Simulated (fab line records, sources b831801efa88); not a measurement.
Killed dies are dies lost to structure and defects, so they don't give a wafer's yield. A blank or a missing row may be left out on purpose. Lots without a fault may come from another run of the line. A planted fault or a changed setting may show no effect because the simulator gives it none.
Problem report in the 8D (eight disciplines) form, filled by code | flow sky130 | the parts of the form that need people (team, actions taken, sign-off) are left out

1. THE PROBLEM
run_length_s at SKY_FIELD_ISO_WET_ETCH_18 reads a mean of 58.1 s on 6 wafers of 2 lots; wafers without a fault read 313.2 s with a standard deviation of 3. That is -85 standard deviations from the usual mean.
The step: etches Si3N4 in H3PO4, target depth 25 nm, time 286 s.
First seen on wafer L426.2, day 5 11:19, on wet_bench-01. The record holds 18 wafers of 6 lots with a number at this step. Rule for "out", or "out of limits": more than 4 standard deviations from the usual mean. The other wafers with a number count as sound.

2. WHAT IT IS AND WHAT IT IS NOT
question                    | is                     | is not
which readings at this step | run_length_s           | -
which lots                  | L426, L428             | L420, L423, L427, L434
which wafers of those lots  | all that have a number | -
read on which tools         | wet_bench-01           | wet_bench-03, wet_bench-04
when                        | from day 5 11:19       | up to then (6 sound wafers); but 6 sound wafers of L427, L434 came after

3. SUSPECTS, AND WHAT RULES EACH OUT
Counting: a tool at a process step up to the reading stays a suspect if it ran every lot that is out and no sound lot after the first of them.
- rie_si-01 at SKY_FIELD_ISO_ETCH_17 (etches Si in HBr/Cl2/O2, target depth 342 nm, time 97.7 s): kept. It ran every lot that is out, first L426 (day 5 11:15), and no sound lot after that.
- wet_bench-01 at SKY_FIELD_ISO_WET_ETCH_18 (etches Si3N4 in H3PO4, target depth 25 nm, time 286 s): kept. It ran every lot that is out, first L426 (day 5 11:19), and no sound lot after that; its last sound lot up to then is L423 (day 4 19:52). Its own readings are out on those wafers: run_length_s.
Left after counting: rie_si-01 at SKY_FIELD_ISO_ETCH_17, wet_bench-01 at SKY_FIELD_ISO_WET_ETCH_18.

4. THE CAUSE (what the simulator had put in)
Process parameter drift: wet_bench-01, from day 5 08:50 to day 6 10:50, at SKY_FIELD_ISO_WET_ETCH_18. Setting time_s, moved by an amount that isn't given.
Counting left 2 suspects, and this tool is among them.

5. THE CHAIN OF EFFECTS, in route order
Each row: a reading whose mean over the struck wafers that have a number lies more than 3 standard deviations from the usual. Only readings for which the record gives a usual standard deviation are gone through. hours: the time from each lot's start at the first step in this table that gives one to its start at this step, as a median over the lots. sigmas: the change in usual standard deviations.
hours | step                      | reading      | usual   | on struck wafers | change | sigmas
0     | SKY_FIELD_ISO_WET_ETCH_18 | run_length_s | 313.2 s | 58.1             | -255.1 | -85
The process steps in it:
- SKY_FIELD_ISO_WET_ETCH_18: etches Si3N4 in H3PO4, target depth 25 nm, time 286 s.
Later measuring or inspecting steps at which every struck wafer that the step has a row for has a number for every such reading, and none has moved that far: SKY_FIELD_ISO_THK_MEAS_23, SKY_FIELD_ISO_THK_MEAS_25.

6. WHAT WOULD HAVE CAUGHT IT SOONER
In this record the first reading out of limits was taken at day 5 11:19, 2 hours after the fault began at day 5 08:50.
